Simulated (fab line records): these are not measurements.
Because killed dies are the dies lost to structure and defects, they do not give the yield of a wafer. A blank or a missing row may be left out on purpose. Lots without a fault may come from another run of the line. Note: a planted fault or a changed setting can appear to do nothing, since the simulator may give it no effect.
A single fault, viewed from 2 desks ; flow sfq line ; each desk holds nothing but its own numbers, with what lay behind them at the end

## FROM THE METROLOGY DESK
Lot by lot, what the gauges showed, no matter which tool ran the lot: averages of those sampled wafers that carry a number. Any lot whose mean is over 4 standard deviations away from the usual mean is out of limits and marked OUT; that distance is given in the brackets.
Columns: A = INCOMING_BOW at SFQ_INCOMING_BOW_MEAS_900, usual 0 um; B = L0_MONX_KI_RS at SFQ_L0_RS_MEAS_901, usual 43.4 ohm/sq; C = L0_MONX_KI_THK at SFQ_L0_THK_MEAS_902, usual 39.7 nm
lot;first seen here;A;B;C
L220;day 1 15:01;-4;43.2;39.9
L228;day 3 07:01;1;44.2;39.1
L237;day 5 04:02;3;43.5;39.9
L238;day 5 09:01;1;43.3;39.8
L239;day 5 14:00;-7;43.3;39.9
L240;day 5 19:00;6;43.7;39.4
L241;day 6 00:00;0;43.9;39.0
Result from this desk: across the 7 lots, nothing is out of limits.

## DESK OF THE TOOL OWNER: litho track-03
The tool's own readings at SFQ_TRILAYER_L0_LITHO_COAT_005 (resist thk 600 nm): means of the sampled wafers that have a number, for each lot that ran on this tool. Any lot whose mean is over 4 standard deviations away from the usual mean is out of limits and marked OUT; that distance is given in the brackets.
Columns: A = spin speed rpm at SFQ_TRILAYER_L0_LITHO_COAT_005, usual 3000.1 rpm
lot;first seen here;A
L220;day 1 18:05;2998.9
L228;day 3 10:05;3001.6
L237;day 5 07:08;2999.8
L238;day 5 12:05;3001.8
L240;day 5 22:02;2998.4
Result from this desk: across the 5 lots, nothing is out of limits.

## TAKEN TOGETHER
At the metrology desk, nothing out of limits was observed.
The tool owner's desk saw nothing out of limits.

## WHAT WAS PUT IN BY THE SIMULATOR
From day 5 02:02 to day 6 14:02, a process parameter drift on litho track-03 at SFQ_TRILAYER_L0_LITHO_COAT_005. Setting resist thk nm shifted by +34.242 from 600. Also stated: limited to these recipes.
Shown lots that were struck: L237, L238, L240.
